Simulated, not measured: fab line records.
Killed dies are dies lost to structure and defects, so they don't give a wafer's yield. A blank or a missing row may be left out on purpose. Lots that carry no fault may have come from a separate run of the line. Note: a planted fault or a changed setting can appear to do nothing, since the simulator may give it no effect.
fab line records	flow sky130
[record] lots = 5	wafers = 15	lastDay = 50
route steps=708 shown SONOS_ONO@172 GATE_OXIDE@187 POLY_GATE@204 RES_PROTECT@206 SALICIDE@361 PAD_OPEN@708
lots that met no fault: from a run of the same line without faults
startH: start of the lot's first displayed wafer, in hours after the record's first day	waitH: how many hours have passed since the lot's step before this one	" unchanged from the row above	L1.1+2: a single row standing in for several wafers	- no value present, or no start provided	* or withheld: withheld	< > ~ a bound
route shown NAME@n: a module of which the file shows steps, and the number in the route of the first	usual: average and standard deviation across the fault-free wafers	same: alike in all rows	chamber/n: place in a boat	sites: readings site by site	_std_site: their standard deviation	_edge_site: mean of outer sites minus mean of inner sites	radiusMm: how far each site lies from the wafer's centre	mask NAME#n: copy n	behind: the tool/chamber that last shaped the wafer	hold: why the lot went on hold/how many hours it stayed there/how the hold came to an end	device: whichever transistor did not switch (one of n, p or np)	end of line: tests run on the same wafers once the route is complete	a step given without rows: its recipe and nothing more	killed: dies lost to structure and defects at the first sort, not the wafer's yield	map: dies across one wafer; x = killed, . = not, _ = none there
set.NAME: the setting the step ran with; set.NAME@STEP: the setting that earlier step ran with	model.NAME: the simulator's own value behind a step, which no gauge read
lots at selected steps of the route; one table per step, one row per wafer
services: a tool's chamber out of use, with start hour (startH, from the record's first day; less than 0 if before it), hours out, and reason
[[steps]]
[step SKY_SONOS_ONO_CVD_04]
[recipe] material = SiO2	precursor = SiH4/N2O	targetThkNm = 5.7199	tempC = 900	pressureMtorr = 400
[step SKY_SONOS_ONO_THK_MEAS_05]
[recipe] reads = SiO2_of_SONOS_ONO_CVD_04
[usual] SONOS_ONO_CVD_04_THK = 5.74/0.1
lot.wafer	tool	chamber	startH	waitH	SONOS_ONO_CVD_04_THK[nm]
L236.4	filmMetro-02	-	263.49	0.0	5.62
L236.5	"	-	"	"	5.66
L236.6	"	-	"	"	5.60
L239.1	filmMetro-04	-	287.55	0.0	5.73
L239.2	"	-	"	"	5.59
L239.4	"	-	"	"	5.61
L248.3	filmMetro-02	-	364.51	0.0	5.67
L248.5	"	-	"	"	5.73
L248.6	"	-	"	"	5.79
L254.2	filmMetro-04	-	419.25	0.0	5.55
L254.3	"	-	"	"	5.50
L254.6	"	-	"	"	5.59
L258.1	filmMetro-04	-	444.08	0.0	5.69
L258.3	"	-	"	"	5.70
L258.4	"	-	"	"	5.64
[step SKY_SONOS_ONO_DEHYDRATE_06]
[recipe] tempC = 200	timeS = 60
[step SKY_SONOS_ONO_HMDS_07]
[recipe] primeTimeS = 60	primeTempC = 120
[step SKY_SONOS_ONO_COAT_08]
[recipe] resist = NOVOLAK	spinRpm = 3000	resistThkNm = 1140
[step SKY_SONOS_ONO_SOFTBAKE_09]
[recipe] tempC = 90	timeS = 60	resist = NOVOLAK
[step SKY_SONOS_ONO_EXPOSE_10]
[recipe] maskId = ONOM	targetCdNm = 410	na = 0.6	sourceShape = conventional	sigmaOuter = 0.6	doseMj = 150
[step SKY_SONOS_ONO_PEB_11]
[recipe] tempC = withheld	timeS = *	resist = NOVOLAK
[step SKY_SONOS_ONO_DEVELOP_12]
[recipe] developTimeS = 60	devTempC = 23
[step SKY_SONOS_ONO_CD_MEAS_13]
[recipe] targetCdNm = 410
[usual] cdNm = 410.8/1.9
lot.wafer	tool	chamber	startH	waitH	cdNm
L236.4	cdSem-02	-	287.92	0.1	412.7
L236.5	"	-	"	"	413.3
L236.6	"	-	"	"	414.3
L239.1	cdSem-01	-	312.90	0.1	410.4
L239.2	"	-	"	"	410.1
L239.4	"	-	"	"	408.3
L248.3	cdSem-01	-	393.84	0.1	412.1
L248.5	"	-	"	"	410.8
L248.6	"	-	"	"	412.9
L254.2	cdSem-02	-	450.33	0.1	408.9
L254.3	"	-	"	"	407.9
L254.6	"	-	"	"	408.4
L258.1	cdSem-02	-	474.61	0.1	413.3
L258.3	"	-	"	"	411.4
L258.4	"	-	"	"	414.9
[step SKY_SONOS_ONO_OVL_MEAS_14]
[usual] SONOS_ONO_OVL = -0.7/1.4
lot.wafer	tool	chamber	startH	waitH	SONOS_ONO_OVL[nm]
L236.4	overlay-01	-	288.00	0.1	1.6
L236.5	"	-	"	"	0.4
L236.6	"	-	"	"	0.7
L239.1	overlay-01	-	313.02	0.1	-1.6
L239.2	"	-	"	"	-1.4
L239.4	"	-	"	"	-1.4
L248.3	overlay-02	-	393.93	0.1	0.5
L248.5	"	-	"	"	-0.1
L248.6	"	-	"	"	1.4
L254.2	overlay-01	-	450.43	0.1	-0.7
L254.3	"	-	"	"	1.8
L254.6	"	-	"	"	1.4
L258.1	overlay-02	-	474.73	0.1	-1.4
L258.3	"	-	"	"	-0.3
L258.4	"	-	"	"	-1.2
[step SKY_SONOS_ONO_ETCH_15]
[recipe] targetDepthNm = 19.52	chemistry = CHF3/O2	sourceW = 600	biasW = 200	pressureMtorr = 40	chf3FlowSccm = 50	O2_flow_sccm = 5	timeS = 7.8
[usual] chamberPressureMTorr = 40.00/0.037	drypumpMotorCurrentA = 5.6/0.53	oesProductAu = 1.002/0.0072	throttleValvePct = 8.824/0.0094
lot.wafer	tool	chamber	startH	waitH	chamberPressureMTorr	drypumpMotorCurrentA	oesProductAu	rfHoursCounterH	throttleValvePct
L236.4	rieDiel-02	1	288.02	0.0	40.04	5.7	0.998	4	8.843
L236.5	"	1	"	"	40.02	5.7	1.007	-	8.828
L236.6	"	0	"	"	39.90	5.2	0.993	-	8.825
L239.1	rieDiel-02	3	313.06	0.0	39.95	6.2	1.016	87	8.817
L239.2	"	2	"	"	39.95	5.5	0.999	11	8.799
L239.4	"	0	"	"	39.96	5.2	0.996	7	8.819
L248.3	rieDiel-03	0	393.96	0.0	40.02	4.9	1.002	57	8.848
L248.5	"	3	"	"	40.02	4.7	0.996	-	8.820
L248.6	"	0	"	"	40.03	4.9	1.000	-	8.820
L254.2	rieDiel-02	3	450.46	0.0	40.01	6.2	1.006	88	8.814
L254.3	"	2	"	"	39.98	5.5	1.002	13	8.832
L254.6	"	3	"	"	40.01	6.2	0.996	-	8.844
L258.1	rieDiel-01	3	474.76	0.0	40.03	5.2	1.002	77	8.821
L258.3	"	0	"	"	40.03	5.9	0.986	14	8.816
L258.4	"	2	"	"	39.97	5.2	0.998	19	8.811
[step SKY_SONOS_ONO_WET_ETCH_16]
[recipe] chemistry = dHF	targetDepthNm = 14	dry = n2Spin	target = SiO2	dilution = 100:1	tempC = 25	timeS = 280
[usual] bathHeatDutyPct = 6.4/0.94	runLengthS = 310/4.2	tempC = 25.00/0.11
lot.wafer	tool	chamber	startH	waitH	bathHeatDutyPct	runLengthS	tempC	model.SiO2_of_FIELD_ISO_CVD_24.thkNm
L236.4	wetBench-02	1	288.04	0.0	6.8	313	25.07	383.4
L236.5	"	1	"	"	7.8	313	24.92	383.8
L236.6	"	1	"	"	6.5	313	24.98	382.9
L239.1	wetBench-01	1	313.15	0.1	5.7	305	24.88	383.5
L239.2	"	1	"	"	5.7	305	25.05	384.7
L239.4	"	1	"	"	5.1	305	25.01	382.7
L248.3	wetBench-02	2	393.98	0.0	7.3	606	24.99	368.7
L248.5	"	2	"	"	6.9	606	25.06	368.7
L248.6	"	2	"	"	7.4	606	25.06	367.2
L254.2	wetBench-01	0	450.49	0.0	7.2	312	24.84	383.5
L254.3	"	0	"	"	7.2	312	24.74	383.6
L254.6	"	0	"	"	6.6	312	24.91	382.4
L258.1	wetBench-01	1	474.79	0.0	5.4	305	25.08	385.2
L258.3	"	1	"	"	5.4	305	24.72	385.7
L258.4	"	1	"	"	6.1	305	25.08	384.9
[step SKY_SONOS_ONO_STRIP_17]
[recipe] chemistry = O2/N2	powerW = 1400	pressureMtorr = 1500	platenTempC = withheld	o2FlowSccm = 3000	n2FlowSccm = 300	overashFraction = 0.5
[usual] chamberPressureMTorr = 1500.0/1.3	drypumpMotorCurrentA = 5.9/0.59	oesProductAu = 0.709/0.0045	stripTimeToEndpointS = 14.10/0.043
lot.wafer	tool	chamber	startH	waitH	chamberPressureMTorr	drypumpMotorCurrentA	oesProductAu	rfHoursCounterH	stripTimeToEndpointS
L236.4	plasmaAsher-01	1	288.16	0.0	1500.9	4.8	0.715	-	14.04
L236.5	"	1	"	"	1501.5	4.8	0.706	-	14.06
L236.6	"	0	"	"	1500.5	5.7	0.710	-	14.13
L239.1	plasmaAsher-01	0	313.23	0.0	1501.1	5.7	0.705	19	14.14
L239.2	"	1	"	"	1499.0	4.8	0.709	19	14.15
L239.4	"	1	"	"	1501.0	4.8	0.712	-	14.14
L248.3	plasmaAsher-03	0	394.10	0.0	1500.1	6.1	0.712	-	14.13
L248.5	"	0	"	"	1500.8	6.1	0.709	-	14.13
L248.6	"	1	"	"	1497.4	6.0	0.712	-	14.15
L254.2	plasmaAsher-01	0	450.58	0.0	1501.8	5.8	0.713	33	14.09
L254.3	"	0	"	"	1500.2	5.8	0.714	-	14.17
L254.6	"	1	"	"	1499.4	4.8	0.711	-	14.15
L258.1	plasmaAsher-04	0	474.87	0.0	1497.5	6.8	0.712	4	14.13
L258.3	"	0	"	"	1498.9	6.8	0.708	-	14.04
L258.4	"	1	"	"	1498.7	5.8	0.706	-	14.06
[step SKY_SONOS_ONO_WET_ETCH_18]
[recipe] chemistry = H3PO4	targetDepthNm = 15	target = Si3N4	tempC = 160	timeS = 172
[step SKY_GATE_OXIDE_CLEAN_00]
[recipe] chemistry = SC1/SC2	mix = 1:4:20	tempC = 70	timeS = 150	dry = n2Spin
[step SKY_GATE_OXIDE_OXIDATION_01]
[recipe] tempC = 900	ambient = O2	stabiliseS = 600	purgeS = 300	targetThkA = 102.68	oxTimeS = 1473
[step SKY_GATE_OXIDE_THK_MEAS_02]
[recipe] reads = SiO2_of_GATE_OXIDE_OXIDATION_01
[usual] GATE_OXIDE_OXIDATION_00_THK = 10.19/0.2
lot.wafer	tool	chamber	startH	waitH	GATE_OXIDE_OXIDATION_00_THK[nm]
L236.4	filmMetro-04	-	290.42	0.0	10.20
L236.5	"	-	"	"	10.33
L236.6	"	-	"	"	10.27
L239.1	filmMetro-02	-	315.91	0.0	10.22
L239.2	"	-	"	"	10.20
L239.4	"	-	"	"	10.20
L248.3	filmMetro-02	-	395.70	0.0	10.29
L248.5	"	-	"	"	10.40
L248.6	"	-	"	"	10.41
L254.2	filmMetro-01	-	452.26	0.0	10.43
L254.3	"	-	"	"	10.11
L254.6	"	-	"	"	10.22
L258.1	filmMetro-02	-	476.55	0.0	10.41
L258.3	"	-	"	"	10.48
L258.4	"	-	"	"	10.31
[step SKY_GATE_OXIDE_DEHYDRATE_03]
[recipe] tempC = 200	timeS = 60
[step SKY_GATE_OXIDE_HMDS_04]
[recipe] primeTimeS = 60	primeTempC = 120
[step SKY_GATE_OXIDE_COAT_05]
[recipe] resist = NOVOLAK	spinRpm = 3000	resistThkNm = 1140
[step SKY_GATE_OXIDE_SOFTBAKE_06]
[recipe] tempC = 90	timeS = 60	resist = NOVOLAK
[step SKY_GATE_OXIDE_EXPOSE_07]
[recipe] maskId = LVOM	na = 0.6	sourceShape = conventional	sigmaOuter = 0.6	polarization = unpolarized	targetCdNm = 600	doseMj = 170
[step SKY_GATE_OXIDE_PEB_08]
[recipe] tempC = withheld	timeS = *	resist = NOVOLAK
[step SKY_GATE_OXIDE_DEVELOP_09]
[recipe] resist = NOVOLAK	developer = TMAH	developTimeS = 60	devTempC = 23
[step SKY_GATE_OXIDE_OVL_MEAS_10]
[usual] GATE_OXIDE_OVL = -0.1/1.5
lot.wafer	tool	chamber	startH	waitH	GATE_OXIDE_OVL[nm]
L236.4	overlay-01	-	315.88	0.1	1.1
L236.5	"	-	"	"	0.9
L236.6	"	-	"	"	-1.6
L239.1	overlay-01	-	342.05	0.1	0.0
L239.2	"	-	"	"	-0.9
L239.4	"	-	"	"	-0.5
L248.3	overlay-02	-	425.76	0.1	-1.1
L248.5	"	-	"	"	-1.0
L248.6	"	-	"	"	-1.5
L254.2	overlay-01	-	482.61	0.1	0.7
L254.3	"	-	"	"	3.1
L254.6	"	-	"	"	1.2
L258.1	overlay-01	-	506.75	0.1	0.5
L258.3	"	-	"	"	-0.2
L258.4	"	-	"	"	2.0
[step SKY_GATE_OXIDE_IMPLANT_11]
[recipe] species = B	energyKev = 10	doseCm2 = 2.6e+12	tiltDeg = withheld
[step SKY_GATE_OXIDE_WET_ETCH_12]
[recipe] chemistry = dHF	targetDepthNm = 16.8	dry = n2Spin	target = SiO2	dilution = 100:1	tempC = 25	timeS = 336
[step SKY_GATE_OXIDE_STRIP_13]
[recipe] chemistry = O2/N2	powerW = 1400	pressureMtorr = 1500	platenTempC = withheld	o2FlowSccm = 3000	n2FlowSccm = 300	overashFraction = 0.5
[usual] chamberPressureMTorr = 1500.0/1.4	drypumpMotorCurrentA = 5.8/0.51	oesProductAu = 0.715/0.0049	stripTimeToEndpointS = 14.19/0.035
lot.wafer	tool	chamber	startH	waitH	chamberPressureMTorr	drypumpMotorCurrentA	oesProductAu	rfHoursCounterH	stripTimeToEndpointS
L236.4	plasmaAsher-03	0	316.18	0.0	1499.6	6.1	0.712	-	14.23
L236.5	"	0	"	"	1499.6	6.1	0.722	-	14.18
L236.6	"	1	"	"	1498.9	6.0	0.711	-	14.15
L239.1	plasmaAsher-03	1	342.38	0.0	1499.2	6.0	0.723	66	14.20
L239.2	"	0	"	"	1499.7	6.1	0.709	66	14.19
L239.4	"	0	"	"	1499.3	6.1	0.714	-	14.18
L248.3	plasmaAsher-01	0	426.08	0.0	1501.3	5.7	0.711	-	14.22
L248.5	"	0	"	"	1500.3	5.8	0.723	-	14.26
L248.6	"	1	"	"	1499.5	4.8	0.715	-	14.16
L254.2	plasmaAsher-01	0	483.00	0.0	1497.9	5.7	0.716	36	14.14
L254.3	"	0	"	"	1498.4	5.7	0.718	-	14.09
L254.6	"	0	"	"	1500.5	5.8	0.707	-	14.14
L258.1	plasmaAsher-03	0	507.04	0.0	1498.9	6.1	0.719	83	14.16
L258.3	"	1	"	"	1500.4	6.0	0.722	-	14.10
L258.4	"	0	"	"	1501.0	6.1	0.713	-	14.22
[step SKY_GATE_OXIDE_TW_MEAS_14]
[usual] GATE_OXIDE_TW = 224.6/1.1
lot.wafer	tool	chamber	startH	waitH	GATE_OXIDE_TW
L236.4	filmMetro-01	-	316.28	0.1	223.5
L236.5	"	-	"	"	224.1
L236.6	"	-	"	"	224.3
L239.1	filmMetro-02	-	342.48	0.1	223.1
L239.2	"	-	"	"	222.7
L239.4	"	-	"	"	222.0
L248.3	filmMetro-01	-	426.17	0.1	223.4
L248.5	"	-	"	"	223.8
L248.6	"	-	"	"	223.8
L254.2	filmMetro-01	-	483.11	0.1	226.4
L254.3	"	-	"	"	225.6
L254.6	"	-	"	"	225.0
L258.1	filmMetro-04	-	507.14	0.1	225.0
L258.3	"	-	"	"	225.0
L258.4	"	-	"	"	223.8
[step SKY_GATE_OXIDE_CLEAN_15]
[recipe] chemistry = SC1/SC2	mix = 1:4:20	tempC = 70	timeS = 150	dry = n2Spin
[step SKY_GATE_OXIDE_OXIDATION_16]
[recipe] tempC = 800	ambient = O2	idleTempC = 700	rampUpCPerMin = 10	rampDownCPerMin = 3	stabiliseS = 600	purgeS = 300	targetThkA = 35.7	oxTimeS = 1915
[step SKY_POLY_GATE_CVD_00]
[recipe] material = poly-Si	targetThkNm = 180	tempC = 620	timeS = 720	pressureMtorr = 200
[step SKY_POLY_GATE_THK_MEAS_01]
[recipe] reads = poly-Si_of_POLY_GATE_CVD_00
[usual] POLY_GATE_CVD_00_THK = 179.6/1.6
lot.wafer	tool	chamber	startH	waitH	POLY_GATE_CVD_00_THK[nm]
L236.4	filmMetro-03	-	320.39	0.0	183.5
L236.5	"	-	"	"	181.8
L236.6	"	-	"	"	182.1
L239.1	filmMetro-04	-	347.31	0.0	179.3
L239.2	"	-	"	"	178.3
L239.4	"	-	"	"	178.7
L248.3	filmMetro-04	-	430.95	0.0	178.9
L248.5	"	-	"	"	179.2
L248.6	"	-	"	"	179.8
L254.2	filmMetro-01	-	485.95	0.0	180.2
L254.3	"	-	"	"	180.6
L254.6	"	-	"	"	179.5
L258.1	filmMetro-03	-	510.03	0.0	180.8
L258.3	"	-	"	"	179.3
L258.4	"	-	"	"	179.7
[step SKY_RES_PROTECT_DEHYDRATE_00]
[recipe] tempC = 200	timeS = 60
[step SKY_RES_PROTECT_HMDS_01]
[recipe] primeTimeS = 60	primeTempC = 120
[step SKY_RES_PROTECT_COAT_02]
[recipe] resist = NOVOLAK	spinRpm = 3000	resistThkNm = 1140
[step SKY_RES_PROTECT_SOFTBAKE_03]
[recipe] tempC = 90	timeS = 60	resist = NOVOLAK
[step SKY_RES_PROTECT_EXPOSE_04]
[recipe] maskId = RPM	na = 0.6	sourceShape = conventional	sigmaOuter = 0.6	polarization = unpolarized	targetCdNm = 1270	doseMj = 131
[step SKY_RES_PROTECT_PEB_05]
[recipe] tempC = withheld	timeS = *	resist = NOVOLAK
[step SKY_RES_PROTECT_DEVELOP_06]
[recipe] resist = NOVOLAK	developer = TMAH	developTimeS = 60	devTempC = 23
[step SKY_POLY_GATE_IMPLANT_02]
[recipe] species = P	energyKev = 30	doseCm2 = 7.7e+15	tiltDeg = 0
[step SKY_SALICIDE_CLEAN_00]
[recipe] chemistry = HF-last	timeS = 30	dilution = 100:1	dry = ipaMarangoni
lot.wafer	tool	chamber	startH	waitH	model.SiO2_of_FIELD_ISO_CVD_24.thkNm
L236.4	wetBench-02	3	650.55	0.0	358.1
L236.5	"	3	"	"	358.5
L236.6	"	3	"	"	357.7
L239.1	wetBench-04	0	682.75	0.1	358.7
L239.2	"	0	"	"	359.9
L239.4	"	0	"	"	357.9
L248.3	wetBench-04	2	762.25	0.1	343.5
L248.5	"	2	"	"	343.3
L248.6	"	2	"	"	341.9
L254.2	wetBench-02	1	810.26	0.1	358.3
L254.3	"	1	"	"	358.5
L254.6	"	1	"	"	357.2
L258.1	wetBench-01	1	828.11	0.1	360.1
L258.3	"	1	"	"	360.6
L258.4	"	1	"	"	359.9
[step SKY_PAD_OPEN_PROBE_99]
[usual] killed_at_M0_to_M3 = 43/6.7	killed_at_M4_up = 3.2/1.8	killedAtContacts = 25/5.2	killedAtFrontEnd = 15/4.4	killedAtOther = 0.2/0.4	killedDies = 87/9.3	killedOpen = 48/7.1	killedShort = 39/6
[same] grossDies = 492	killedAtBackSide = 0
lot.wafer	tool	chamber	startH	waitH	killed_at_M0_to_M3	killed_at_M4_up	killedAtContacts	killedAtFrontEnd	killedAtOther	killedDies	killedOpen	killedShort	model.etest.capLiToPoly.cAfUm2	model.etest.capPolyToWell.cAfUm2	model.etest.fieldN.vtV	model.etest.sramNfetPass.offLog10AUm	model.etest.nfet_01v8.offLog10AUm	model.etest.sramNfetPass.vtV	model.etest.sramNfetPass.vtSatV
L236.4	prober-02	-	1080.96	0.2	49	1	23	15	0	88	46	42	95.79	90.89	35.64	-12.85	-13.28	0.6981	0.5963
L236.5	prober-02	-	1081.01	0.2	46	4	22	19	1	92	53	39	98.38	90.2	35.82	-12.49	-13.34	0.6512	0.5535
L236.6	prober-02	-	1081.06	0.2	35	2	28	16	1	82	48	34	101.7	91.95	36.36	-12.77	-13.44	0.6774	0.5804
L239.1	prober-01	-	1101.16	0.1	49	2	35	17	0	103	57	46	94.63	93.29	35.45	-12.61	-13.43	0.661	0.5673
L239.2	prober-01	-	1101.21	0.1	42	10	20	15	1	88	50	38	96.16	91.81	35.24	-12.43	-13.39	0.648	0.5519
L239.4	prober-01	-	1101.31	0.2	46	2	32	20	0	100	58	42	99.02	93.18	35.15	-12.68	-13.32	0.6774	0.5832
L248.3	prober-01	-	1158.55	0.2	48	1	22	16	0	87	45	42	93.42	94.19	34.16	-12.17	-13.13	0.6453	0.5446
L248.5	prober-01	-	1158.65	0.2	41	4	31	16	0	92	51	41	92.97	96.98	33.98	-12.35	-13.08	0.6495	0.5498
L248.6	prober-01	-	1158.70	0.2	43	0	30	22	0	95	52	43	92.45	94.65	33.88	-12.16	-13.22	0.6471	0.5446
L254.2	prober-02	-	1188.10	0.1	41	5	21	20	0	87	48	39	98.7	88.32	35.97	-13.09	-13.32	0.7085	0.6098
L254.3	prober-02	-	1188.15	0.2	37	6	33	12	0	88	48	40	98.97	91.46	35.57	-12.8	-13.32	0.6707	0.5743
L254.6	prober-02	-	1188.30	0.2	28	3	27	10	0	68	32	36	97.29	95.77	35.24	-12.58	-13.28	0.6592	0.562
L258.1	prober-02	-	1201.42	0.1	40	5	27	11	0	83	48	35	99.88	90.01	36.33	-13.03	-13.36	0.7007	0.6004
L258.3	prober-02	-	1201.52	0.2	52	2	21	7	1	83	49	34	97.36	90.57	36.47	-12.67	-13.37	0.6767	0.577
L258.4	prober-02	-	1201.57	0.2	37	2	25	11	0	75	36	39	94.25	87.38	36.49	-12.97	-13.54	0.6874	0.5871
// killed by level:class
L236.4 VIA1:geometricParticle:open=11 VIA1:geometricParticle:short=8 CONTACT:geometricParticle:open=7 VIA3:geometricParticle:open=7 POLY_GATE:geometricParticle:short=6 LI_CONTACT:geometricParticle:open=6 SPACER:geometricParticle:short=5 CONTACT:geometricParticle:short=5
L236.5 VIA1:geometricParticle:open=12 CONTACT:geometricParticle:open=10 VIA3:geometricParticle:open=8 METAL2:geometricParticle:short=6 LI_CONTACT:geometricParticle:open=6 VIA2:geometricParticle:open=6 FIELD_ISO:geometricParticle:short=5 METAL3:geometricParticle:short=5
L236.6 CONTACT:geometricParticle:open=15 LI_CONTACT:geometricParticle:open=9 VIA1:geometricParticle:open=7 FIELD_ISO:geometricParticle:short=6 VIA2:geometricParticle:open=5 VIA3:geometricParticle:open=5 METAL1:geometricParticle:short=4 POLY_GATE:geometricParticle:short=3
L239.1 CONTACT:geometricParticle:open=15 VIA1:geometricParticle:open=10 VIA2:geometricParticle:open=8 VIA3:geometricParticle:open=8 CONTACT:geometricParticle:short=6 METAL2:geometricParticle:short=6 FIELD_ISO:geometricParticle:short=5 LI_CONTACT:geometricParticle:open=5
L239.2 CONTACT:geometricParticle:open=11 VIA1:geometricParticle:open=8 METAL4:geometricParticle:short=8 VIA1:geometricParticle:short=6 VIA3:geometricParticle:open=6 METAL1:geometricParticle:short=6 METAL2:geometricParticle:short=5 FIELD_ISO:geometricParticle:open=4
L239.4 CONTACT:geometricParticle:open=13 LI_CONTACT:geometricParticle:open=10 FIELD_ISO:geometricParticle:short=9 VIA1:geometricParticle:open=9 VIA3:geometricParticle:open=7 VIA2:geometricParticle:open=7 FIELD_ISO:geometricParticle:open=6 METAL3:geometricParticle:short=5
L248.3 VIA1:geometricParticle:open=12 FIELD_ISO:geometricParticle:short=8 LI_CONTACT:geometricParticle:open=8 VIA3:geometricParticle:open=6 VIA2:geometricParticle:open=6 METAL1:geometricParticle:short=6 VIA1:geometricParticle:short=6 LI_CONTACT:geometricParticle:short=4
L248.5 CONTACT:geometricParticle:open=14 VIA1:geometricParticle:open=9 CONTACT:geometricParticle:short=6 VIA3:geometricParticle:open=6 LI_CONTACT:geometricParticle:open=5 VIA1:geometricParticle:short=5 METAL2:geometricParticle:short=5 FIELD_ISO:geometricParticle:open=4
L248.6 VIA1:geometricParticle:open=13 LI_CONTACT:geometricParticle:open=8 FIELD_ISO:geometricParticle:short=7 FIELD_ISO:geometricParticle:open=6 LOCAL_INTERCONNECT:geometricParticle:short=6 CONTACT:geometricParticle:open=6 METAL2:geometricParticle:short=6 LI_CONTACT:geometricParticle:short=5
L254.2 VIA3:geometricParticle:open=11 CONTACT:geometricParticle:open=9 LI_CONTACT:geometricParticle:open=5 VIA2:geometricParticle:open=5 POLY_GATE:geometricParticle:open=4 POLY_GATE:geometricParticle:short=4 SPACER:geometricParticle:short=4 METAL1:geometricParticle:short=4
L254.3 LI_CONTACT:geometricParticle:open=12 CONTACT:geometricParticle:open=11 METAL1:geometricParticle:short=7 LOCAL_INTERCONNECT:geometricParticle:short=6 METAL2:geometricParticle:short=5 VIA1:geometricParticle:open=5 VIA1:geometricParticle:short=5 METAL4:geometricParticle:short=4
L254.6 LI_CONTACT:geometricParticle:open=9 LI_CONTACT:geometricParticle:short=6 VIA1:geometricParticle:open=6 LOCAL_INTERCONNECT:geometricParticle:short=5 VIA3:geometricParticle:open=5 FIELD_ISO:geometricParticle:short=4 CONTACT:geometricParticle:open=4 METAL1:geometricParticle:short=4
L258.1 CONTACT:geometricParticle:open=10 VIA3:geometricParticle:open=7 METAL2:geometricParticle:short=7 LI_CONTACT:geometricParticle:open=6 VIA1:geometricParticle:short=6 CONTACT:geometricParticle:short=5 VIA2:geometricParticle:open=5 FIELD_ISO:geometricParticle:open=4
L258.3 VIA2:geometricParticle:open=11 VIA1:geometricParticle:open=9 LI_CONTACT:geometricParticle:open=8 CONTACT:geometricParticle:open=7 METAL2:geometricParticle:short=6 VIA3:geometricParticle:open=6 VIA1:geometricParticle:short=5 METAL1:geometricParticle:short=4
L258.4 LI_CONTACT:geometricParticle:open=9 METAL2:geometricParticle:short=7 CONTACT:geometricParticle:open=6 VIA1:geometricParticle:open=5 LOCAL_INTERCONNECT:geometricParticle:short=5 METAL1:geometricParticle:short=4 VIA3:geometricParticle:open=4 METAL3:geometricParticle:short=4
[[services]]
tool	chamber	startH	hours	kind
wetBench-02	-	309.27	4.3	repair
wetBench-01	-	318.28	1.1	repair
rieDiel-02	-	323.75	1.1	repair
rieDiel-02	-	399.66	0.9	repair
rieDiel-02	-	401.80	0.2	repair
rieDiel-02	3	421.80	6.1	repair
wetBench-02	-	427.57	2.8	repair
rieDiel-02	2	460.41	3.6	repair
rieDiel-02	-	461.37	0.2	repair
wetBench-01	-	475.56	3.3	repair
plasmaAsher-01	-	596.70	0.6	repair
plasmaAsher-03	-	600.70	3.1	repair
wetBench-01	-	615.02	15.3	repair
plasmaAsher-01	-	623.35	2.8	pm
plasmaAsher-01	-	626.14	0.9	repair
plasmaAsher-01	-	642.90	2.5	repair
plasmaAsher-03	-	645.60	4.1	pm
plasmaAsher-01	-	680.19	1.2	repair
plasmaAsher-01	-	703.49	2.3	repair
plasmaAsher-03	-	733.75	9.0	pm
wetBench-01	-	734.43	1.2	repair
plasmaAsher-01	-	737.52	46.0	pm
plasmaAsher-03	-	762.65	24.4	repair
wetBench-01	-	810.99	6.3	repair
[[key]]
[firstSign] step = SKY_SONOS_ONO_WET_ETCH_16	reading = runLengthS	direction = up	sigmas = 71	usual = *	struck = *
effect none on later readings
[modelEffect] step = SKY_SONOS_ONO_WET_ETCH_16	value = SiO2_of_FIELD_ISO_CVD_24.thkNm	without = 385	struck = 368.2
[modelEffect] step = SKY_SALICIDE_CLEAN_00	value = SiO2_of_FIELD_ISO_CVD_24.thkNm	without = 359.7	struck = 342.9
[modelEffect] step = SKY_PAD_OPEN_PROBE_99	value = etest.capLiToPoly.cAfUm2	without = 97.37	struck = 92.95
metAt SKY_SONOS_ONO_WET_ETCH_16
struckWafers L248.3,L248.5,L248.6
testerLeftOut L248
[fault] kind = processParameterDrift	tool = wetBench-02	chamber = 2	onsetH = 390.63	steps = SKY_SONOS_ONO_WET_ETCH_16	channel = timeS	offset = *	shape = step	endH = 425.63	actsIn = *	stated = *
// testerLeftOut: of these lots the tester's yield and bins aren't shown, on N5 and GAA mostly nor the transistor test; their killed dies are dies lost to structure and defects alone, not to doping, threshold or leakage, so they don't give the yield
